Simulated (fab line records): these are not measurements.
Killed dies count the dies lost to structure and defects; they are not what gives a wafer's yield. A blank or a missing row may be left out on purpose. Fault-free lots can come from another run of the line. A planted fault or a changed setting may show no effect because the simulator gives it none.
The tool behind it: which one? :: flow sky130 :: Sampling: 6 lots, 18 wafers, 3 of 708 route steps

== WHAT THE GAUGES SHOWED, per wafer ==
SKY_VIA1_CD_MEAS_12: target cd 150 nm.
lot: L241
measured: day 34 02:21
on: cd-sem-02
cd-nm (nm): 148.5 147.9 148.6

lot: L243
measured: day 35 05:26
on: cd-sem-02
cd-nm (nm): 149.7 150.3 151.1

lot: L247
measured: day 36 10:32
on: cd-sem-01
cd-nm (nm): 151.5 151.5 152.2

lot: L252
measured: day 37 20:02
on: cd-sem-02
cd-nm (nm): 145.2 146.3 145.3

lot: L259
measured: day 39 22:47
on: cd-sem-01
cd-nm (nm): 148.8 148.1 149.4

lot: L262
measured: day 40 16:06
on: cd-sem-01
cd-nm (nm): 147.9 149.5 147.0

== TOOL THAT RAN EACH LOT (tool first, then ch and the chambers of the sampled wafers, then the start) ==
lot: L241
SKY_LI_CONTACT_ETCH_14: rie-diel-01 ch 0,2,3, day 29 07:32
SKY_LI_CONTACT_STRIP_16: plasma-asher-02 ch 0,1, day 29 07:40

lot: L243
SKY_LI_CONTACT_ETCH_14: rie-diel-02 ch 0,1,2, day 30 11:47
SKY_LI_CONTACT_STRIP_16: plasma-asher-01 ch 0,1, day 30 11:55

lot: L247
SKY_LI_CONTACT_ETCH_14: rie-diel-03 ch 0,2,3, day 31 18:05
SKY_LI_CONTACT_STRIP_16: plasma-asher-02 ch 0,1, day 31 18:13

lot: L252
SKY_LI_CONTACT_ETCH_14: rie-diel-02 ch 0,1,2, day 33 04:11
SKY_LI_CONTACT_STRIP_16: plasma-asher-02 ch 0,1, day 33 04:19

lot: L259
SKY_LI_CONTACT_ETCH_14: rie-diel-02 ch 0,1,2, day 35 10:29
SKY_LI_CONTACT_STRIP_16: plasma-asher-03 ch 0,1, day 35 10:37

lot: L262
SKY_LI_CONTACT_ETCH_14: rie-diel-01 ch 0,1, day 36 06:38
SKY_LI_CONTACT_STRIP_16: plasma-asher-01 ch 0,1, day 36 06:46
- SKY_LI_CONTACT_ETCH_14: etches BARC in N2/H2, stops on SiO2, time 45.9 s, target depth 60 nm.
- SKY_LI_CONTACT_STRIP_16: strips in O2/N2.

== THE ANSWER, worked out from the rows above alone ==
Rule: the usual values come from the lots themselves. Put in order of their means at a reading, lots are off if they are a third of the lots or fewer, leave a main group of 4 or more, and stand apart from it by a gap of 3 or more times the standard deviation of the main group's means; of several such gaps the widest counts. The tables above print the reading to a certain number of digits; a main group whose means all agree to those digits is not used. A lot without any number at a reading at which 4 lots or more have one is off too. Any other lot the step has rows for is counted as sound.
No lot is off on any of the readings shown, so nothing can be concluded from this.

== WHAT THE SIMULATOR HAD INSERTED ==
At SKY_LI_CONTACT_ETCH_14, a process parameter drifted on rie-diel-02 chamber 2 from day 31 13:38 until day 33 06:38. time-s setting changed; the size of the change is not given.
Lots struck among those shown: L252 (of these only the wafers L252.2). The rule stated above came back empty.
